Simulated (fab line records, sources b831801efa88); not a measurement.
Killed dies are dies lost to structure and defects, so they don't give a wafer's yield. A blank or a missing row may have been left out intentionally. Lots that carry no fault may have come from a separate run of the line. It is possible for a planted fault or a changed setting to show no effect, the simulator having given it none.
fab line records | flow sky130
[record] lots = 12 | wafers = 34 | last_day = 51
route steps=708 shown SD_P@327 METAL1@437 VIA1@458
lots untouched by any fault: they come from a run of this same line in which no faults occurred
start_h: the number of hours between the record's first day and the start of the first shown wafer of the lot | wait_h: time in hours since the lot's previous step | " the same as in the row above | L1.1+2: several wafers, shown together as one row | - value missing, or start not given | * or withheld: withheld | < > ~ a bound
route shown NAME@n: names a module that has steps shown in the file, with the first one's number in the route | usual: mean and standard deviation over wafers with no fault | same: alike in all rows | chamber/n: place in a boat | sites: each site's reading | _std_site: the values' standard deviation | _edge_site: mean of outer sites minus mean of inner sites | radius_mm: how far each site lies from the wafer's centre | mask NAME#n: copy n | behind: the last tool/chamber to shape the wafer | hold: the reason the lot was held/the length of the hold in hours/how it ended | device: the transistor (n, p or np) that didn't switch | end of line: tests run on the same wafers once the route is complete | a step given without rows: its recipe and nothing more | killed: the dies lost at the first sort to structure and to defects; this is not the yield of the wafer | map: a wafer's dies, marking killed ones x, the rest . and places with no die _
set.NAME: the run value of the setting; set.NAME@STEP: its run value at that earlier step | model.NAME: the simulator's own value behind a step, which no gauge read
the route's steps for a sample of lots (tables are steps, rows are wafers)
services: a tool's chamber out of use, with start hour (start_h, from the record's first day; less than 0 if before it), hours out, and reason
[[steps]]
[step SKY_SD_P_CD_MEAS_07]
[recipe] target_cd_nm = 380
[usual] cd_nm = 379.9/2.7
lot.wafer | tool      | chamber | start_h | wait_h | cd_nm
L102.1    | cd_sem-02 | -       | 609.83  | 0.1    | 379.8
L102.3    | "         | -       | "       | "      | 378.2
L102.6    | "         | -       | "       | "      | 378.9
L104.3    | cd_sem-01 | -       | 623.02  | 0.1    | 384.0
L104.4    | "         | -       | "       | "      | 382.6
L104.5    | "         | -       | "       | "      | 383.7
L103.1    | cd_sem-01 | -       | 624.46  | 0.1    | 376.6
L103.4    | "         | -       | "       | "      | 376.4
L103.5    | "         | -       | "       | "      | 378.5
L105.1    | cd_sem-02 | -       | 634.96  | 0.1    | 382.7
L105.4    | "         | -       | "       | "      | 379.8
L105.6    | "         | -       | "       | "      | 381.9
L106.1    | cd_sem-01 | -       | 645.11  | 0.1    | 379.8
L106.5    | "         | -       | "       | "      | 379.2
L106.6    | "         | -       | "       | "      | 378.9
L107.4    | cd_sem-01 | -       | 653.10  | 0.1    | 382.9
L107.5    | "         | -       | "       | "      | 381.3
L107.6    | "         | -       | "       | "      | 378.2
L108.2    | cd_sem-01 | -       | 662.30  | 0.2    | 377.6
L108.3    | "         | -       | "       | "      | 381.0
L108.4    | "         | -       | "       | "      | 378.2
L111.4    | cd_sem-02 | -       | 695.84  | 0.1    | 376.6
L111.5    | "         | -       | "       | "      | 378.0
L111.6    | "         | -       | "       | "      | 379.0
L114.1    | cd_sem-02 | -       | 722.53  | 0.1    | 379.1
L114.5    | "         | -       | "       | "      | 379.8
L115.5    | cd_sem-02 | -       | 730.26  | 0.1    | 383.0
L115.6    | "         | -       | "       | "      | 386.5
L118.2    | cd_sem-02 | -       | 757.20  | 0.1    | 378.3
L118.5    | "         | -       | "       | "      | 380.1
L118.6    | "         | -       | "       | "      | 378.9
L122.1    | cd_sem-01 | -       | 782.01  | 0.1    | 381.3
L122.3    | "         | -       | "       | "      | 382.9
L122.6    | "         | -       | "       | "      | 382.3
[step SKY_SD_P_OVL_MEAS_08]
[usual] SD_P_OVL = -0.2/1.4
lot.wafer | tool       | chamber | start_h | wait_h | SD_P_OVL[nm]
L102.1    | overlay-02 | -       | 609.95  | 0.1    | 0.2
L102.3    | "          | -       | "       | "      | 0.2
L102.6    | "          | -       | "       | "      | 0.4
L104.3    | overlay-01 | -       | 623.11  | 0.1    | -1.3
L104.4    | "          | -       | "       | "      | -2.8
L104.5    | "          | -       | "       | "      | -2.9
L103.1    | overlay-01 | -       | 624.58  | 0.1    | -0.1
L103.4    | "          | -       | "       | "      | 0.7
L103.5    | "          | -       | "       | "      | 0.7
L105.1    | overlay-01 | -       | 635.08  | 0.1    | -2.9
L105.4    | "          | -       | "       | "      | -0.7
L105.6    | "          | -       | "       | "      | -1.9
L106.1    | overlay-01 | -       | 645.23  | 0.1    | -1.4
L106.5    | "          | -       | "       | "      | 1.2
L106.6    | "          | -       | "       | "      | 1.2
L107.4    | overlay-01 | -       | 653.18  | 0.1    | -0.8
L107.5    | "          | -       | "       | "      | -1.9
L107.6    | "          | -       | "       | "      | 0.3
L108.2    | overlay-02 | -       | 662.41  | 0.1    | 2.1
L108.3    | "          | -       | "       | "      | -0.1
L108.4    | "          | -       | "       | "      | 1.4
L111.4    | overlay-01 | -       | 695.92  | 0.1    | -1.4
L111.5    | "          | -       | "       | "      | -2.2
L111.6    | "          | -       | "       | "      | -2.5
L114.1    | overlay-02 | -       | 722.65  | 0.1    | 1.0
L114.5    | "          | -       | "       | "      | 0.6
L115.5    | overlay-02 | -       | 730.32  | 0.0    | 2.3
L115.6    | "          | -       | "       | "      | 0.9
L118.2    | overlay-01 | -       | 757.31  | 0.1    | -0.7
L118.5    | "          | -       | "       | "      | -1.4
L118.6    | "          | -       | "       | "      | -2.2
L122.1    | overlay-02 | -       | 782.13  | 0.1    | -1.4
L122.3    | "          | -       | "       | "      | -1.3
L122.6    | "          | -       | "       | "      | -1.9
[step SKY_METAL1_SPUTTER_03]
[recipe] material = Ti | target_thk_nm = 5 | power_w = 3000 | time_s = 3.3 | chamber_pressure_pa = 0.4
[usual] throttle_valve_pct = 29.8/1.2
lot.wafer | tool           | chamber | start_h | wait_h | throttle_valve_pct
L102.1    | pvd_sputter-04 | -       | 772.10  | 0.0    | 28.7
L102.3    | "              | -       | "       | "      | 30.2
L102.6    | "              | -       | "       | "      | 28.7
L103.1    | pvd_sputter-04 | -       | 783.32  | 0.0    | 30.6
L103.4    | "              | -       | "       | "      | 30.1
L103.5    | "              | -       | "       | "      | 29.7
L104.3    | pvd_sputter-01 | -       | 783.33  | 0.0    | 31.3
L104.4    | "              | -       | "       | "      | 31.3
L104.5    | "              | -       | "       | "      | 31.0
L105.1    | pvd_sputter-03 | -       | 792.42  | 0.0    | 29.6
L105.4    | "              | -       | "       | "      | 28.2
L105.6    | "              | -       | "       | "      | 28.1
L106.1    | pvd_sputter-04 | -       | 802.60  | 0.0    | 30.7
L106.5    | "              | -       | "       | "      | 29.7
L106.6    | "              | -       | "       | "      | 30.0
L107.4    | pvd_sputter-01 | -       | 808.15  | 0.0    | 31.5
L107.5    | "              | -       | "       | "      | 30.9
L107.6    | "              | -       | "       | "      | 31.8
L108.2    | pvd_sputter-03 | -       | 816.56  | 0.0    | 27.9
L108.3    | "              | -       | "       | "      | 30.0
L108.4    | "              | -       | "       | "      | 27.8
L111.4    | pvd_sputter-04 | -       | 846.86  | 0.0    | 30.5
L111.5    | "              | -       | "       | "      | 30.0
L111.6    | "              | -       | "       | "      | 29.8
L114.1    | pvd_sputter-03 | -       | 870.54  | 0.0    | 28.2
L114.5    | "              | -       | "       | "      | 29.6
L115.5    | pvd_sputter-04 | -       | 877.52  | 0.0    | 29.6
L115.6    | "              | -       | "       | "      | 28.8
L118.2    | pvd_sputter-03 | -       | 900.06  | 0.0    | 28.1
L118.5    | "              | -       | "       | "      | 28.1
L118.6    | "              | -       | "       | "      | 28.2
L122.1    | pvd_sputter-01 | -       | 920.21  | 0.0    | 31.0
L122.3    | "              | -       | "       | "      | 30.8
L122.6    | "              | -       | "       | "      | 31.3
[step SKY_VIA1_HDPCVD_00]
[recipe] material = SiO2 | target_thk_nm = 1030 | sigma_open_frac = 0.3 | time_s = 171.7 | temp_c = 400 | sih4_flow_sccm = 60 | pressure_mtorr = 6
[usual] susceptor_temp_C = 399.97/0.26
lot.wafer | tool      | chamber | start_h | wait_h | susceptor_temp_C
L102.1    | hdpcvd-02 | 1       | 801.27  | 0.0    | 399.96
L102.3    | "         | 0       | "       | "      | 400.21
L102.6    | "         | 1       | "       | "      | 400.17
L104.3    | hdpcvd-02 | 2       | 811.93  | 0.0    | 400.13
L104.4    | "         | 1       | "       | "      | 400.02
L104.5    | "         | 0       | "       | "      | 399.32
L103.1    | hdpcvd-01 | 1       | 812.14  | 0.0    | 400.20
L103.4    | "         | 1       | "       | "      | 399.98
L103.5    | "         | 1       | "       | "      | 400.21
L105.1    | hdpcvd-01 | 1       | 820.82  | 0.0    | 399.98
L105.4    | "         | 1       | "       | "      | 399.97
L105.6    | "         | 2       | "       | "      | 400.16
L106.1    | hdpcvd-01 | 1       | 830.70  | 0.0    | 399.80
L106.5    | "         | 1       | "       | "      | 399.83
L106.6    | "         | 2       | "       | "      | 400.63
L107.4    | hdpcvd-01 | 1       | 836.44  | 0.1    | 399.86
L107.5    | "         | 0       | "       | "      | 399.89
L107.6    | "         | 2       | "       | "      | 399.59
L108.2    | hdpcvd-01 | 2       | 844.16  | 0.0    | 399.95
L108.3    | "         | 0       | "       | "      | 399.52
L108.4    | "         | 2       | "       | "      | 400.17
L111.4    | hdpcvd-02 | 0       | 874.56  | 0.1    | 400.02
L111.5    | "         | 2       | "       | "      | 400.60
L111.6    | "         | 1       | "       | "      | 399.71
L114.1    | hdpcvd-02 | 1       | 898.07  | 0.0    | 400.07
L114.5    | "         | 2       | "       | "      | 399.97
L115.5    | hdpcvd-02 | 2       | 904.44  | 0.1    | 400.14
L115.6    | "         | 0       | "       | "      | 400.33
L118.2    | hdpcvd-01 | 1       | 926.85  | 0.0    | 399.87
L118.5    | "         | 1       | "       | "      | 399.67
L118.6    | "         | 0       | "       | "      | 400.12
L122.1    | hdpcvd-01 | 1       | 946.38  | 0.0    | 400.15
L122.3    | "         | 2       | "       | "      | 400.02
L122.6    | "         | 0       | "       | "      | 399.28
[step SKY_VIA1_THK_MEAS_01]
[recipe] reads = SiO2_of_VIA1_HDPCVD_00
[usual] VIA1_HDPCVD_THK = 1034/12
lot.wafer | tool          | chamber | start_h | wait_h | VIA1_HDPCVD_THK[nm]
L102.1    | film_metro-01 | -       | 801.38  | 0.1    | 1040
L102.3    | "             | -       | "       | "      | 1052
L102.6    | "             | -       | "       | "      | 1036
L104.3    | film_metro-01 | -       | 812.07  | 0.1    | 1038
L104.4    | "             | -       | "       | "      | 1032
L104.5    | "             | -       | "       | "      | 1050
L103.1    | film_metro-01 | -       | 812.30  | 0.1    | 1014
L103.4    | "             | -       | "       | "      | 1033
L103.5    | "             | -       | "       | "      | 1032
L105.1    | film_metro-03 | -       | 820.93  | 0.1    | 1048
L105.4    | "             | -       | "       | "      | 1045
L105.6    | "             | -       | "       | "      | 1038
L106.1    | film_metro-02 | -       | 830.81  | 0.1    | 1023
L106.5    | "             | -       | "       | "      | 1031
L106.6    | "             | -       | "       | "      | 1025
L107.4    | film_metro-01 | -       | 836.52  | 0.0    | 1036
L107.5    | "             | -       | "       | "      | 1045
L107.6    | "             | -       | "       | "      | 1045
L108.2    | film_metro-03 | -       | 844.28  | 0.1    | 1043
L108.3    | "             | -       | "       | "      | 1046
L108.4    | "             | -       | "       | "      | 1042
L111.4    | film_metro-01 | -       | 874.64  | 0.0    | 1042
L111.5    | "             | -       | "       | "      | 1046
L111.6    | "             | -       | "       | "      | 1015
L114.1    | film_metro-03 | -       | 898.24  | 0.1    | 1004
L114.5    | "             | -       | "       | "      | 617
L115.5    | film_metro-03 | -       | 904.54  | 0.0    | 627
L115.6    | "             | -       | "       | "      | 1050
L118.2    | film_metro-02 | -       | 926.97  | 0.1    | 1050
L118.5    | "             | -       | "       | "      | 1034
L118.6    | "             | -       | "       | "      | 1032
L122.1    | film_metro-01 | -       | 946.50  | 0.1    | 1023
L122.3    | "             | -       | "       | "      | 1031
L122.6    | "             | -       | "       | "      | 1028
[[services]]
tool           | chamber | start_h | hours | kind
pvd_sputter-01 | -       | 752.03  | 0.8   | repair
pvd_sputter-01 | -       | 754.70  | 7.4   | repair
hdpcvd-01      | 0       | 801.55  | 14.0  | repair
pvd_sputter-04 | -       | 823.17  | 5.8   | repair
hdpcvd-01      | -       | 851.50  | 28.1  | pm
pvd_sputter-03 | -       | 868.93  | 1.1   | repair
hdpcvd-01      | 1       | 886.33  | 4.1   | repair
hdpcvd-02      | 0       | 888.48  | 14.6  | repair
[[key]]
[first_sign] step = SKY_VIA1_THK_MEAS_01 | reading = VIA1_HDPCVD_THK | direction = down | sigmas = 36 | usual = 1034 | struck = 622
effect none on later readings
met_at SKY_VIA1_HDPCVD_00
struck_lots L114,L115
struck_wafers L114.5,L115.5
sort_left_out L114.5,L115.5
not_acting_at SKY_SD_P_CD_MEAS_07,SKY_SD_P_OVL_MEAS_08,SKY_METAL1_SPUTTER_03
onset_between 874.56 898.07
[fault] kind = process_parameter_drift | tool = hdpcvd-02 | chamber = - | onset_h = 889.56 | steps = SKY_VIA1_HDPCVD_00 | channel = target_thk_nm | offset = -409.3 | shape = step | end_h = 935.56 | scope = struck_wafers_only | acts_in = these_recipes_only | stated = 1030
// sort_left_out: the simulated sort isn't trusted on such a fault, so these wafers' sort isn't shown, and their yield isn't known
